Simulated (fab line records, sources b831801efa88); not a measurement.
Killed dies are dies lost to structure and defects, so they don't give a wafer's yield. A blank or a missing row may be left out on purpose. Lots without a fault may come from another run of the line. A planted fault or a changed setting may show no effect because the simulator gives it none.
Chamber matching | flow gf180mcu | GF_SAB_CVD_00 on pecvd-02: 3 sister chambers
The step deposits SiO2 from TEOS, target thk 50 nm, time 4.9302 s. 14 wafers are shown with their chamber, then 6 later ones without.

WAFERS WITH THEIR CHAMBER
wafer  | chamber | heater_power_w (W)
L663.2 | 1       | 569
L663.5 | 1       | 584
L667.2 | 0       | 748
L667.3 | 2       | 576
L667.5 | 2       | 584
L668.2 | 0       | 686
L668.3 | 1       | 553
L668.4 | 0       | 724
L669.2 | 2       | 683
L669.3 | 1       | 564
L669.5 | 2       | 674
L671.2 | 0       | 804
L671.3 | 1       | 483
L671.4 | 2       | 686

SIGNATURES (means of the wafers above)
reading        | chamber 0 | chamber 1 | chamber 2 | scatter within a chamber
heater_power_w | 740.50    | 550.60    | 640.60    | 48.5
Rule: a wafer's distance from a chamber is the root of the sum, over the readings, of the square of ((its reading less the chamber's mean) divided by the reading's scatter). The wafer belongs to the nearest chamber; if the next one is less than 2 further off, it can't be placed. The scatter: the root of (the sum of the squares of (reading less its chamber's mean) over the shown wafers, divided by (wafers less chambers)).

WAFERS WITHOUT THEIR CHAMBER
wafer  | heater_power_w (W)
L674.1 | 542
L674.5 | 830
L674.6 | 734
L680.4 | 805
L680.5 | 711
L680.6 | 572

WHICH CHAMBER EACH WENT THROUGH
wafer  | from the rows above     | in truth
L674.1 | can't be placed: 1 or 2 | 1
L674.5 | 0                       | 0
L674.6 | can't be placed: 0 or 2 | 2
L680.4 | 0                       | 0
L680.5 | can't be placed: 0 or 2 | 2
L680.6 | can't be placed: 1 or 2 | 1
Placed correctly: 2 of 6. Can't be placed from these rows: 4 (the true chamber is among the candidates in 4). Placed wrongly: 0.
